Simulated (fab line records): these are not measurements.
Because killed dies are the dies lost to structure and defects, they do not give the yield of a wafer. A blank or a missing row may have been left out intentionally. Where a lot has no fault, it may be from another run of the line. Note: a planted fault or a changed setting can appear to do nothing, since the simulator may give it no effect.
A lot that was struck, set against a sound lot :: flow sky130 :: 35 out of 708 route steps
Sound: wafers L603.1, L603.3, L603.6. Struck: wafers L621.1, L621.3, L621.4. The cause is named last.
Each step with rows lists, per side, the tool, then ch with its chambers, then its first start. Under that, the readings that differ: sound wafers :: struck wafers :: difference of the means :: sigmas: that difference in standard deviations of wafers without a fault.
alike: a reading whose means differ by less than 2 such deviations, as well as words and numbers matching on both sides. not compared: withheld readings; readings where some wafer has no value; bounds like >300 that might hide an equal value; numbers whose values overlap and for which the record gives no deviation.
The two part at a step that has a row with sigmas, a row that says differs or no value, or rows on one side only. Numbers that have no deviation but don't overlap get no sigmas and don't part them. A reading that every wafer of one side lacks parts them only if that side has two wafers or more.

first, 10 steps without rows for these wafers: SKY_POLY_GATE_COAT_08 (resist thk 450 nm); SKY_POLY_GATE_SOFTBAKE_09 (time 90 s); SKY_POLY_GATE_EXPOSE_10 (exposes mask P1M, target cd 150 nm); SKY_POLY_GATE_PEB_11; SKY_POLY_GATE_DEVELOP_12 (develop time 60 s); SKY_POLY_GATE_ETCH_15 (etches BARC in N2/H2, stops on SiO2, time 118.5 s, target depth 110 nm); SKY_POLY_GATE_ETCH_16 (etches Si3N4 in CH3F/O2, stops on poly-Si, time 147.5 s, target depth 75 nm); SKY_POLY_GATE_ETCH_17 (etches poly-Si in HBr/Cl2, stops on SiO2, target depth 180 nm, time 70.5 s); SKY_POLY_GATE_STRIP_18 (strips in O2/N2); SKY_POLY_GATE_CLEAN_19 (cleans in SC1/SC2, time 150 s).
SKY_POLY_GATE_OXIDATION_20: stabilise 600 s, purge 300 s, target thk 4 nm.
  sound on furnace-02 ch 0, day 17 17:29; struck on furnace-01 ch 0, day 23 09:40
then, 23 steps without rows for these wafers: SKY_LDD_N_DEHYDRATE_00 (time 60 s); SKY_LDD_N_HMDS_01 (prime time 60 s); SKY_LDD_N_COAT_02 (resist thk 300 nm); SKY_LDD_N_SOFTBAKE_03 (time 60 s); SKY_LDD_N_EXPOSE_04 (exposes mask NTM, target cd 840 nm); SKY_LDD_N_PEB_05; SKY_LDD_N_DEVELOP_06 (develop time 60 s); SKY_LDD_N_IMPLANT_08; SKY_LDD_N_IMPLANT_09; SKY_LDD_N_IMPLANT_10; SKY_LDD_N_IMPLANT_11; SKY_LDD_N_IMPLANT_12; SKY_LDD_N_IMPLANT_13; SKY_LDD_N_IMPLANT_14; SKY_LDD_N_IMPLANT_15; SKY_LDD_N_STRIP_16 (strips in O2/N2); SKY_LDD_P_DEHYDRATE_00 (time 60 s); SKY_LDD_P_HMDS_01 (prime time 60 s); SKY_LDD_P_COAT_02 (resist thk 1140 nm); SKY_LDD_P_SOFTBAKE_03 (time 60 s); SKY_LDD_P_EXPOSE_04 (exposes mask PSDM, target cd 380 nm); SKY_LDD_P_PEB_05; SKY_LDD_P_DEVELOP_06 (develop time 60 s).
-- record jumps: 27 days separate the struck wafers' starts on either side; left off in module LDD_P, taken up again in module PAD_OPEN, whose first shown step is the route's number 708 --
SKY_PAD_OPEN_PROBE_99:
  sound on prober-01, day 46 19:34; struck on prober-02, day 50 12:26
reading: model.etest.diode nwell sub.leak log10 a cm2
sound: -7.626 -7.21 -7.222
struck: -6.025 -6.184 -6.03
difference: +1.273
sigmas: 

reading: model.etest.diode dnwell sub.leak log10 a cm2
sound: -7.176 -7.403 -7.329
struck: -6.106 -5.961 -5.885
difference: +1.319
sigmas: 

reading: model.etest.diode pwell dnwell.leak log10 a cm2
sound: -7.568 -7.608 -7.747
struck: -6.364 -6.463 -6.138
difference: +1.319
sigmas: 

reading: model.etest.diode ndiff pwell hv.leak log10 a cm2
sound: -6.668 -6.92 -6.672
struck: -6.354 -5.8 -5.917
difference: +0.730
sigmas: 

reading: model.etest.diode pdiff nwell hv.leak log10 a cm2
sound: -6.896 -6.512 -6.603
struck: -6.024 -5.869 -5.819
difference: +0.766
sigmas: 

reading: model.etest.diode ndiff pwell.leak log10 a cm2
sound: -7.171 -7.24 -7.145
struck: -6.434 -6.382 -6.569
difference: +0.724
sigmas: 

reading: model.etest.nfet_16v.off log10 a um
sound: -13.79 -13.88 -13.75
struck: -13.36 -13.17 -13.14
difference: +0.58
sigmas: 
  alike: killed_at_M0_to_M3, killed_at_M4_up, killed at contacts, killed at front end, killed at other, killed dies, killed on rim, killed open, killed short
  not compared: model.etest.diode pdiff nwell.leak log10 a cm2

## WHERE THEY PART
Nowhere in this record.

WHY: whatever the simulator had introduced
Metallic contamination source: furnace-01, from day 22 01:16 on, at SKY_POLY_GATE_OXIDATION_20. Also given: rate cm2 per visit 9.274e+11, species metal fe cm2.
